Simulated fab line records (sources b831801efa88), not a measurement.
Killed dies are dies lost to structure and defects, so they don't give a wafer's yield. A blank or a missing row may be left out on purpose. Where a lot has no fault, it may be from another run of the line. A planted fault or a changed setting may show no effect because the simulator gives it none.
Which of the tools did it? :: flow sky130 :: 35 wafers from 12 lots sampled at 5 of the route's 708 steps

## WHAT THE GAUGES SHOWED, per wafer
SKY_PWDE_TW_MEAS_10. Usual: PWDE_TW typically reads 375, with standard deviation 4.1.
lot: L207
measured: day 4 18:20
on: film_metro-04
PWDE_TW: 382 380 381
flag: 

lot: L206
measured: day 4 18:56
on: film_metro-03
PWDE_TW: 371 373 370
flag: 

lot: L215
measured: day 6 11:26
on: film_metro-03
PWDE_TW: 398 368
flag: 

lot: L214
measured: day 6 12:42
on: film_metro-02
PWDE_TW: 370 371 371
flag: 

lot: L216
measured: day 6 17:57
on: film_metro-02
PWDE_TW: 372 398 372
flag: 

lot: L217
measured: day 6 18:58
on: film_metro-02
PWDE_TW: 371 399 369
flag: 

lot: L219
measured: day 6 21:44
on: film_metro-02
PWDE_TW: 372 373 372
flag: 

lot: L223
measured: day 8 01:31
on: film_metro-03
PWDE_TW: 373 374 374
flag: 

lot: L224
measured: day 8 05:53
on: film_metro-02
PWDE_TW: 373 374 373
flag: 

lot: L226
measured: day 8 12:02
on: film_metro-02
PWDE_TW: 374 374 374
flag: 

lot: L228
measured: day 9 00:50
on: film_metro-04
PWDE_TW: 380 378 378
flag: 

lot: L229
measured: day 9 07:35
on: film_metro-02
PWDE_TW: 371 371 371
flag: 

SKY_NWELL_RS_MEAS_31: measurement is done with a four-point probe. Usual: PWDE_RS typically reads 5280 ohm/sq, with standard deviation 20.
lot: L207
measured: day 6 06:02
on: film_metro-04
PWDE_RS (ohm/sq): 5302 5315 5298
flag: 

lot: L206
measured: day 6 06:29
on: film_metro-02
PWDE_RS (ohm/sq): 5277 5296 5291
flag: 

lot: L215
measured: day 8 05:07
on: film_metro-02
PWDE_RS (ohm/sq): 4416 5285
flag: OFF

lot: L214
measured: day 8 06:24
on: film_metro-02
PWDE_RS (ohm/sq): 5289 5293 5300
flag: 

lot: L216
measured: day 8 10:46
on: film_metro-02
PWDE_RS (ohm/sq): 5293 4417 5276
flag: OFF

lot: L217
measured: day 8 12:53
on: film_metro-04
PWDE_RS (ohm/sq): 5299 4430 5305
flag: OFF

lot: L219
measured: day 8 15:32
on: film_metro-03
PWDE_RS (ohm/sq): 5234 5235 5240
flag: 

lot: L223
measured: day 9 20:47
on: film_metro-03
PWDE_RS (ohm/sq): 5279 5270 5279
flag: 

lot: L224
measured: day 10 02:53
on: film_metro-04
PWDE_RS (ohm/sq): 5283 5297 5291
flag: 

lot: L226
measured: day 10 08:07
on: film_metro-02
PWDE_RS (ohm/sq): 5304 5283 5290
flag: 

lot: L228
measured: day 10 23:20
on: film_metro-02
PWDE_RS (ohm/sq): 5291 5284 5294
flag: 

lot: L229
measured: day 11 05:58
on: film_metro-03
PWDE_RS (ohm/sq): 5291 5297 5296
flag: 

SKY_VT_ADJUST_HVTR_TW_MEAS_11. Usual: VT_ADJUST_HVTR_TW typically reads 211.2, with standard deviation 1.4.
lot: L207
measured: day 10 15:43
on: film_metro-02
VT_ADJUST_HVTR_TW: 211.0 210.1 210.9
flag: 

lot: L206
measured: day 10 16:40
on: film_metro-03
VT_ADJUST_HVTR_TW: 208.5 207.7 209.8
flag: 

lot: L215
measured: day 12 22:53
on: film_metro-02
VT_ADJUST_HVTR_TW: 210.9 210.8
flag: 

lot: L214
measured: day 13 01:55
on: film_metro-03
VT_ADJUST_HVTR_TW: 209.3 209.4 209.0
flag: 

lot: L216
measured: day 13 06:19
on: film_metro-02
VT_ADJUST_HVTR_TW: 212.0 211.2 212.7
flag: 

lot: L217
measured: day 13 09:49
on: film_metro-02
VT_ADJUST_HVTR_TW: 212.3 211.0 212.1
flag: 

lot: L219
measured: day 13 12:39
on: film_metro-02
VT_ADJUST_HVTR_TW: 211.2 212.1 211.0
flag: 

lot: L223
measured: day 14 23:38
on: film_metro-04
VT_ADJUST_HVTR_TW: 212.7 212.1 212.9
flag: 

lot: L224
measured: day 15 04:54
on: film_metro-03
VT_ADJUST_HVTR_TW: 209.8 208.9 210.4
flag: 

lot: L226
measured: day 15 12:13
on: film_metro-02
VT_ADJUST_HVTR_TW: 210.0 211.2 211.3
flag: 

lot: L228
measured: day 16 08:06
on: film_metro-02
VT_ADJUST_HVTR_TW: 212.1 212.1 211.6
flag: 

lot: L229
measured: day 16 15:51
on: film_metro-04
VT_ADJUST_HVTR_TW: 212.5 212.4 213.2
flag: 

SKY_GATE_OXIDE_OVL_MEAS_10. Usual: GATE_OXIDE_OVL typically reads -0.4 nm, with standard deviation 1.2.
lot: L207
measured: day 15 00:03
on: overlay-01
GATE_OXIDE_OVL (nm): -1.1 -0.3 -1.2
flag: 

lot: L206
measured: day 15 01:54
on: overlay-02
GATE_OXIDE_OVL (nm): 0.7 -2.9 -2.2
flag: 

lot: L215
measured: day 17 18:25
on: overlay-01
GATE_OXIDE_OVL (nm): -0.1 2.2
flag: 

lot: L214
measured: day 17 23:30
on: overlay-02
GATE_OXIDE_OVL (nm): -2.0 0.3 -0.7
flag: 

lot: L216
measured: day 18 04:58
on: overlay-02
GATE_OXIDE_OVL (nm): -1.3 0.6 0.1
flag: 

lot: L217
measured: day 18 08:49
on: overlay-02
GATE_OXIDE_OVL (nm): -1.1 -0.7 0.9
flag: 

lot: L219
measured: day 18 11:23
on: overlay-02
GATE_OXIDE_OVL (nm): 0.7 -1.4 -0.7
flag: 

lot: L223
measured: day 20 13:58
on: overlay-02
GATE_OXIDE_OVL (nm): -0.6 -1.2 -1.3
flag: 

lot: L224
measured: day 20 13:57
on: overlay-01
GATE_OXIDE_OVL (nm): 0.1 -0.7 0.0
flag: 

lot: L226
measured: day 21 00:06
on: overlay-01
GATE_OXIDE_OVL (nm): -0.9 -0.5 1.4
flag: 

lot: L228
measured: day 21 20:24
on: overlay-02
GATE_OXIDE_OVL (nm): -2.1 -0.6 -1.6
flag: 

lot: L229
measured: day 22 01:38
on: overlay-01
GATE_OXIDE_OVL (nm): -1.7 0.7 0.3
flag: 

## WHICH TOOL RAN EACH LOT (tool, then ch and the chambers of the sampled wafers, then the start)
lot: L207
SKY_PWDE_IMPLANT_08: implanter-03 ch 0, day 4 18:05

lot: L206
SKY_PWDE_IMPLANT_08: implanter-01 ch 0, day 4 18:41

lot: L215
SKY_PWDE_IMPLANT_08: implanter-01 ch 0, day 6 11:14

lot: L214
SKY_PWDE_IMPLANT_08: implanter-03 ch 0, day 6 12:28

lot: L216
SKY_PWDE_IMPLANT_08: implanter-01 ch 0, day 6 17:44

lot: L217
SKY_PWDE_IMPLANT_08: implanter-01 ch 0, day 6 18:44

lot: L219
SKY_PWDE_IMPLANT_08: implanter-03 ch 0, day 6 21:29

lot: L223
SKY_PWDE_IMPLANT_08: implanter-02 ch 0, day 8 01:17

lot: L224
SKY_PWDE_IMPLANT_08: implanter-02 ch 0, day 8 05:38

lot: L226
SKY_PWDE_IMPLANT_08: implanter-03 ch 0, day 8 11:49

lot: L228
SKY_PWDE_IMPLANT_08: implanter-02 ch 0, day 9 00:35

lot: L229
SKY_PWDE_IMPLANT_08: implanter-03 ch 0, day 9 07:20
- SKY_PWDE_IMPLANT_08

## AS READ BY THE TOOLS THEMSELVES (means over the sampled wafers that have a number; for cases with no such wafer, the mark the record gives instead)
SKY_PWDE_IMPLANT_08. Usual: beam_on_s 10.01 s, standard deviation 0.19; faraday_current_uA 20.3, standard deviation 0.4.
lot: L207
tool: implanter-03
beam_on_s (s): 10.17
faraday_current_uA: 19.9
flag: 

lot: L206
tool: implanter-01
beam_on_s (s): 10.09
faraday_current_uA: 20.1
flag: 

lot: L215
tool: implanter-01
beam_on_s (s): 11.24
faraday_current_uA: 18.3
flag: OFF

lot: L214
tool: implanter-03
beam_on_s (s): 9.81
faraday_current_uA: 20.7
flag: 

lot: L216
tool: implanter-01
beam_on_s (s): 10.84
faraday_current_uA: 19.0
flag: OFF

lot: L217
tool: implanter-01
beam_on_s (s): 10.93
faraday_current_uA: 18.7
flag: OFF

lot: L219
tool: implanter-03
beam_on_s (s): 10.18
faraday_current_uA: 19.9
flag: 

lot: L223
tool: implanter-02
beam_on_s (s): 9.99
faraday_current_uA: 20.3
flag: 

lot: L224
tool: implanter-02
beam_on_s (s): 10.04
faraday_current_uA: 20.2
flag: 

lot: L226
tool: implanter-03
beam_on_s (s): 10.06
faraday_current_uA: 20.1
flag: 

lot: L228
tool: implanter-02
beam_on_s (s): 10.22
faraday_current_uA: 19.9
flag: 

lot: L229
tool: implanter-03
beam_on_s (s): 9.96
faraday_current_uA: 20.4
flag: 

## THE ANSWER, worked out from the rows above alone
Rule: a lot is off if the mean of its wafers that have a number lies more than 3 standard deviations from the usual mean. Also off: a lot with no number at a reading for which 4 or more lots have one. The other lots that the step has rows for count as sound. Order of review: gauges by route order, followed by the tools' own readings, for which a lot's mean as printed above is used. At the first step where some lot is off, the reading lying furthest off is the one used; lots without a number count as furthest.
Off: L215, L216, L217, at SKY_NWELL_RS_MEAS_31 (PWDE_RS).
A tool fits if, at a process step before that reading, it ran every lot that is off, and no sound lot after the first of them. Not tried: the gauges at SKY_NWELL_RS_MEAS_31; whatever is off there is also off at SKY_PWDE_IMPLANT_08, on other tools, and gauge error can't account for it. One fits: implanter-01 at SKY_PWDE_IMPLANT_08. Its last sound lot is L206 (day 4 18:41), its first lot that is off L215 (day 6 11:14): a fault that began between those two fits.
The tool's own readings at SKY_PWDE_IMPLANT_08 bear it out: on the lots that are off they differ by more than 5 times the standard deviation of the sound lots' means. beam_on_s reads 11.00 s there against 10.06 s on the sound lots; faraday_current_uA reads 18.7 there against 20.2 on the sound lots.

## WHAT WAS PUT IN BY THE SIMULATOR
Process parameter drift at SKY_PWDE_IMPLANT_08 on implanter-01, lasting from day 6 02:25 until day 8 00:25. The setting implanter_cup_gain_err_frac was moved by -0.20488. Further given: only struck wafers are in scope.
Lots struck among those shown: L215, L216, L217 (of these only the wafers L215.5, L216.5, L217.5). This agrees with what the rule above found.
